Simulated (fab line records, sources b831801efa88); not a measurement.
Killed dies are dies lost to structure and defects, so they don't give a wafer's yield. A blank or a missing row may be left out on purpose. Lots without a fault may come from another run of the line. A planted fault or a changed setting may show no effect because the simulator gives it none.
Chamber matching | flow gf180mcu | GF_V4_CMP_26 on cmp-01: 4 sister chambers
The step polishes, stops on SiO2, t overpolish 15 s, target thk 0 nm. 27 wafers are shown with their chamber, then 12 later ones without.

WAFERS WITH THEIR CHAMBER
wafer  | chamber | motor_current_A (A) | time_to_endpoint_s (s) | overpolish_run_s (s)
L076.1 | 1       | 11.2                | 85                     | 15.004
L076.5 | 1       | 11.9                | 84                     | 14.999
L076.6 | 0       | 10.3                | 83                     | 15.002
L077.2 | 3       | 9.5                 | 82                     | 14.990
L077.5 | 3       | 9.6                 | 81                     | 15.003
L077.6 | 2       | 11.7                | 82                     | 14.989
L078.3 | 0       | 10.2                | 79                     | 14.987
L078.4 | 2       | 11.4                | 85                     | 15.011
L078.6 | 0       | 10.0                | 76                     | 14.991
L081.2 | 3       | 9.7                 | 82                     | 15.001
L081.5 | 1       | 11.2                | 83                     | 15.009
L081.6 | 2       | 12.0                | 89                     | 14.999
L088.1 | 1       | 12.1                | 84                     | 14.998
L088.4 | 3       | 9.8                 | 86                     | 14.999
L088.5 | 1       | 11.6                | 84                     | 14.991
L088.2 | 0       | 10.6                | 78                     | 14.998
L088.3 | 2       | 11.9                | 90                     | 15.015
L088.6 | 2       | 11.6                | 86                     | 14.995
L090.1 | 1       | 11.9                | 79                     | 15.005
L090.2 | 3       | 9.2                 | 81                     | 14.984
L090.4 | 2       | 11.4                | 84                     | 15.006
L090.3 | 0       | 10.6                | 76                     | 14.987
L090.5 | 3       | 9.4                 | 78                     | 14.990
L090.6 | 2       | 11.5                | 83                     | 15.007
L093.2 | 1       | 12.1                | 80                     | 14.977
L093.3 | 3       | 9.3                 | 78                     | 14.998
L093.5 | 3       | 9.9                 | 81                     | 14.993

SIGNATURES (means of the wafers above)
reading            | chamber 0 | chamber 1 | chamber 2 | chamber 3 | scatter within a chamber
motor_current_A    | 10.340    | 11.714    | 11.643    | 9.550     | 0.29
time_to_endpoint_s | 78.40     | 82.71     | 85.57     | 81.12     | 2.66
overpolish_run_s   | 14.99300  | 14.99757  | 15.00314  | 14.99475  | 0.00856
Rule: a wafer's distance from a chamber is the root of the sum, over the readings, of the square of ((its reading less the chamber's mean) divided by the reading's scatter). The wafer belongs to the nearest chamber; if the next one is less than 2 further off, it can't be placed. The scatter: the root of (the sum of the squares of (reading less its chamber's mean) over the shown wafers, divided by (wafers less chambers)).

WAFERS WITHOUT THEIR CHAMBER
wafer  | motor_current_A (A) | time_to_endpoint_s (s) | overpolish_run_s (s)
L093.1 | 11.2                | 84                     | 15.007
L093.4 | 10.0                | 76                     | 15.008
L093.6 | 10.0                | 77                     | 14.989
L094.2 | 11.1                | 89                     | 15.008
L094.3 | 10.2                | 81                     | 15.019
L094.6 | 11.5                | 80                     | 15.012
L096.2 | 9.5                 | 80                     | 15.007
L096.3 | 11.1                | 86                     | 15.000
L096.6 | 9.7                 | 79                     | 14.990
L097.1 | 12.0                | 81                     | 14.981
L097.2 | 9.6                 | 79                     | 14.999
L097.3 | 11.9                | 83                     | 14.989

WHICH CHAMBER EACH WENT THROUGH
wafer  | from the rows above     | in truth
L093.1 | can't be placed: 2 or 1 | 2
L093.4 | can't be placed: 0 or 3 | 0
L093.6 | can't be placed: 0 or 3 | 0
L094.2 | can't be placed: 2 or 1 | 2
L094.3 | can't be placed: 0 or 3 | 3
L094.6 | can't be placed: 1 or 2 | 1
L096.2 | can't be placed: 3 or 0 | 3
L096.3 | can't be placed: 2 or 1 | 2
L096.6 | can't be placed: 3 or 0 | 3
L097.1 | can't be placed: 1 or 2 | 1
L097.2 | can't be placed: 3 or 0 | 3
L097.3 | can't be placed: 1 or 2 | 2
Placed correctly: 0 of 12. Can't be placed from these rows: 12 (the true chamber is among the candidates in 12). Placed wrongly: 0.
